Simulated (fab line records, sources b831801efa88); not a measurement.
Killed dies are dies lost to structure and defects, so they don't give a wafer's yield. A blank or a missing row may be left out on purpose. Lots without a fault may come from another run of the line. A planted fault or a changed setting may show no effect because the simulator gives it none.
A struck lot beside a sound one | flow sky130 | 18 steps out of a route of 708
Sound: wafers L377.4, L377.5, L377.6. Struck: wafers L386.1, L386.4, L386.6. The cause comes at the end.
At each step with rows: each side's tool, then ch and its chambers, then its first start. Under that, the readings that differ: sound wafers | struck wafers | difference of the means | sigmas: that difference in standard deviations of wafers without a fault.
alike: readings whose means differ by less than 2 such deviations, and words and numbers that are the same on both sides. not compared: withheld readings, readings that some wafer has no value for, bounds like >300 that may hide the same value, and numbers for which the record gives no deviation and whose values overlap.
The two part at a step that has a row with sigmas, a row that says differs or no value, or rows on one side only. Numbers that don't overlap but have no deviation are shown without sigmas and don't part them. A reading that every wafer of one side lacks parts them only if that side has two wafers or more.

first, 4 steps without rows for these wafers: SKY_VT_ADJUST_LVTN_SOFTBAKE_03; SKY_VT_ADJUST_LVTN_EXPOSE_04 (exposes mask NWM COMPLEMENT LESS NATIVE, target cd 840 nm); SKY_VT_ADJUST_LVTN_PEB_05; SKY_VT_ADJUST_LVTN_DEVELOP_06 (develop time 60 s).
SKY_VT_ADJUST_LVTN_OVL_MEAS_07:
  sound on overlay-02, day 8 04:17; struck on overlay-01, day 10 13:33
  alike: VT_ADJUST_LVTN_OVL
then, 1 step without rows for these wafers: SKY_VT_ADJUST_LVTN_IMPLANT_08.
SKY_VT_ADJUST_LVTN_STRIP_09: strips in O2/N2.
  sound on plasma_asher-01 ch 0,1, day 8 04:29; struck on plasma_asher-02 ch 0,1, day 10 13:44
  alike: drypump_motor_current_A, oes_product_au, strip_time_to_endpoint_s
  not compared: rf_hours_counter_h
SKY_VT_ADJUST_LVTN_TW_MEAS_10:
  sound on film_metro-04, day 8 04:35; struck on film_metro-04, day 10 13:50
  alike: VT_ADJUST_LVTN_TW
then, 4 steps without rows for these wafers: SKY_VT_ADJUST_LVTN_DEHYDRATE_11 (time 60 s); SKY_VT_ADJUST_LVTN_HMDS_12 (prime time 60 s); SKY_VT_ADJUST_LVTN_COAT_13 (resist thk 1140 nm); SKY_VT_ADJUST_LVTN_SOFTBAKE_14 (time 60 s).
SKY_VT_ADJUST_LVTN_EXPOSE_15: exposes mask HVN STD DERIVED, target cd 600 nm.
  sound on iline_stepper-01 ch 0, day 8 14:34; struck on iline_stepper-02 ch 0, day 11 01:50
  reading                                | sound                | struck      | difference | sigmas
  model.VT_ADJUST_LVTN.overlay_x_nm (nm) | -0.702 -0.702 -0.702 | 228 228 228 | +229       |
  alike: mask
then, 2 steps without rows for these wafers: SKY_VT_ADJUST_LVTN_PEB_16; SKY_VT_ADJUST_LVTN_DEVELOP_17 (develop time 60 s).
SKY_VT_ADJUST_LVTN_OVL_MEAS_18:
  sound on overlay-01, day 9 01:01; struck on overlay-01, day 11 12:51
  reading                    | sound          | struck            | difference | sigmas
  VT_ADJUST_LVTN_01_OVL (nm) | -1.2 -0.3 -3.1 | 226.2 227.3 227.7 | +228.6     | +99 or more
then, 1 step without rows for these wafers: SKY_VT_ADJUST_LVTN_IMPLANT_19.
-- the record jumps here: 38 days lie between the struck wafers' starts before and after (it left off in module VT_ADJUST_LVTN and takes up again in module PAD_OPEN, whose first step shown is number 708 of the route) --
SKY_PAD_OPEN_PROBE_99:
  sound on prober-02, day 46 20:17; struck on prober-01, day 49 01:38
  reading                                 | sound                | struck               | difference | sigmas
  model.etest.nfet_g5v0d10v5.vt_sat_v (V) | 0.7754 0.7746 0.7807 | 0.7481 0.7503 0.7409 | -0.0305    |
  model.etest.nfet_g5v0d10v5.vt_v (V)     | 0.831 0.8329 0.8345  | 0.8126 0.812 0.7994  | -0.0248    |
  model.etest.nfet_16v.vt_v (V)           | 0.7749 0.7792 0.7736 | 0.7563 0.7634 0.75   | -0.0193    |
  alike: killed_at_M0_to_M3, killed_at_M4_up, killed_at_contacts, killed_at_front_end, killed_at_other, killed_dies, killed_open, killed_short

WHERE THEY PART
Only at SKY_VT_ADJUST_LVTN_OVL_MEAS_18, within this record. Later steps at which nothing parts them and some readings are alike: SKY_PAD_OPEN_PROBE_99.

WHY: what the simulator had put in
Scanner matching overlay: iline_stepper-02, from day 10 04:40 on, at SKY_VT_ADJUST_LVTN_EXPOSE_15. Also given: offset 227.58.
